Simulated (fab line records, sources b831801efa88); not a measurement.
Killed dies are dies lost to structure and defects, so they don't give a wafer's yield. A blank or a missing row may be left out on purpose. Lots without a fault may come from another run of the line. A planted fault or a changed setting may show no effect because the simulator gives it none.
One fault seen from 2 desks | flow sky130 | each desk has only its own numbers; what lay behind them comes last

THE METROLOGY DESK
What the gauges read, lot by lot, whatever tool the lot ran on: means of the sampled wafers that have a number. A lot is out of limits, marked OUT, if its mean lies more than 4 standard deviations from the usual mean; the brackets give that distance.
Columns: A = LDD_P_OVL at SKY_LDD_P_OVL_MEAS_08, usual -0.8 nm; B = LDD_HVP_OVL at SKY_LDD_HVP_OVL_MEAS_07, usual 0.3 nm; C = LDD_HVP_TW at SKY_LDD_HVP_TW_MEAS_10, usual 456
lot  | first seen here | A    | B    | C
L300 | day 19 10:47    | -1.8 | -1.4 | 450
L301 | day 19 14:33    | -1.1 | -1.6 | 458
L302 | day 20 05:35    | 0.9  | -0.1 | 456
L303 | day 20 18:11    | -1.7 | 0.2  | 454
L304 | day 20 21:20    | 0.2  | 2.2  | 457
L305 | day 21 06:54    | -1.6 | -1.3 | 449
L306 | day 21 17:38    | -1.1 | 1.9  | 456
L308 | day 22 09:26    | 1.2  | 1.7  | 456
L311 | day 23 20:05    | -0.8 | 1.0  | 466
L313 | day 24 09:28    | -1.6 | 2.5  | 461
L322 | day 27 11:20    | -0.7 | -1.8 | 458
L320 | day 27 12:14    | -0.7 | 0.9  | 459
L321 | day 27 12:36    | 0.8  | -0.4 | 455
This desk's finding: nothing out of limits on any of the 13 lots.

THE TOOL OWNER'S DESK: implanter-03
The tool's own readings at SKY_LDD_HVP_IMPLANT_08: means of the sampled wafers that have a number, for each lot that ran on this tool. A lot is out of limits, marked OUT, if its mean lies more than 4 standard deviations from the usual mean; the brackets give that distance.
Columns: A = beam_energy_keV at SKY_LDD_HVP_IMPLANT_08, usual 20.000; B = beam_on_s at SKY_LDD_HVP_IMPLANT_08, usual 10.00 s; C = dose_ions_cm2 at SKY_LDD_HVP_IMPLANT_08, usual 1.7002e+13; D = faraday_current_uA at SKY_LDD_HVP_IMPLANT_08, usual 95.9
lot  | first seen here | A      | B                | C          | D
L304 | day 23 09:49    | 20.002 | 10.13            | 1.7002e+13 | 94.4
L311 | day 26 06:38    | 19.992 | 10.96 (+4.6) OUT | 1.7000e+13 | 88.2
L313 | day 26 20:11    | 19.996 | 11.10 (+5.2) OUT | 1.6997e+13 | 87.3 (-4.3) OUT
L322 | day 29 20:15    | 19.989 | 10.09            | 1.7009e+13 | 95.1
L321 | day 29 21:40    | 19.999 | 9.95             | 1.7000e+13 | 96.4
This desk's finding: out of limits on L311, L313; first on L311, day 26 06:38 (beam_on_s at SKY_LDD_HVP_IMPLANT_08). In limits: L304, L322, L321.

PUT TOGETHER
The tool owner's desk could have raised an alarm at day 26 06:38, on L311, L313.
The metrology desk saw nothing out of limits.
The metrology desk has L311, L313 on record, within its limits.
Of the lots named, all ran SKY_LDD_HVP_IMPLANT_08 on implanter-03.

WHAT THE SIMULATOR HAD PUT IN
Process parameter drift: implanter-03, from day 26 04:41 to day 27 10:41, at SKY_LDD_HVP_IMPLANT_08. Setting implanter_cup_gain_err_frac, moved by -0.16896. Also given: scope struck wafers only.
Lots struck among those shown: L311, L313.
Hours from the fault's start to each desk's first reading out of limits: the tool owner's desk, 2.
